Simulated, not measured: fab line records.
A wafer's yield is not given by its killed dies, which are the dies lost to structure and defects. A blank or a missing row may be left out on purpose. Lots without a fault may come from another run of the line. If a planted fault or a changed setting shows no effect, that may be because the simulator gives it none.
Chamber matching + flow gf180mcu + GF_M5_ETCH_09 on rieDiel-04: 4 sister chambers
The step etches Si3N4 in CF4/O2, target depth 52 nm, time 11.6 s. 8 wafers are shown with their chamber, then 8 later ones without.

== WAFERS PAIRED WITH THEIR CHAMBERS ==
| wafer  | chamber | drypumpMotorCurrentA (A) | throttleValvePct (%) |
|--------|---------|--------------------------|----------------------|
| L084.5 | 0       | 6.0                      | 5.977                |
| L086.4 | 1       | 5.8                      | 5.971                |
| L086.5 | 3       | 6.6                      | 5.958                |
| L086.6 | 2       | 6.4                      | 5.964                |
| L087.2 | 3       | 6.6                      | 5.983                |
| L087.3 | 0       | 5.9                      | 5.970                |
| L087.4 | 1       | 5.8                      | 5.969                |
| L089.1 | 2       | 6.4                      | 5.960                |

== WAFERS WHOSE CHAMBER IS MISSING ==
| wafer  | drypumpMotorCurrentA (A) | throttleValvePct (%) |
|--------|--------------------------|----------------------|
| L089.2 | 5.8                      | 5.963                |
| L089.5 | 5.8                      | 5.970                |
| L091.1 | 5.9                      | 5.959                |
| L091.3 | 5.9                      | 5.951                |
| L091.4 | 6.6                      | 5.958                |
| L095.1 | 6.5                      | 5.969                |
| L095.4 | 6.6                      | 5.963                |
| L095.6 | 6.4                      | 5.983                |

== CHAMBER TAKEN BY EACH ==
| wafer  | from the rows above     | in truth |
|--------|-------------------------|----------|
| L089.2 | 1                       | 1        |
| L089.5 | 1                       | 1        |
| L091.1 | can't be placed: 0 or 1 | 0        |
| L091.3 | can't be placed: 0 or 1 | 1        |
| L091.4 | 3                       | 3        |
| L095.1 | can't be placed: 3 or 2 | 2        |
| L095.4 | 3                       | 3        |
| L095.6 | 2                       | 2        |
Correctly placed: 5 of 8. Can't be placed from these rows: 3 (the true chamber is among the candidates in 3). 0 placed wrongly.
How it was worked out, from the rows above alone: a wafer's distance from a chamber is the root of the sum, over the readings, of the square of ((its reading less the chamber's mean) divided by the reading's scatter). The wafer belongs to the nearest chamber; if the next one is less than 2 further off, it can't be placed. The mean given for a chamber averages the wafers shown for that chamber. The scatter is the square root of a quotient: the sum, over the shown wafers, of each reading's squared deviation from its chamber's mean, divided by wafers minus chambers.
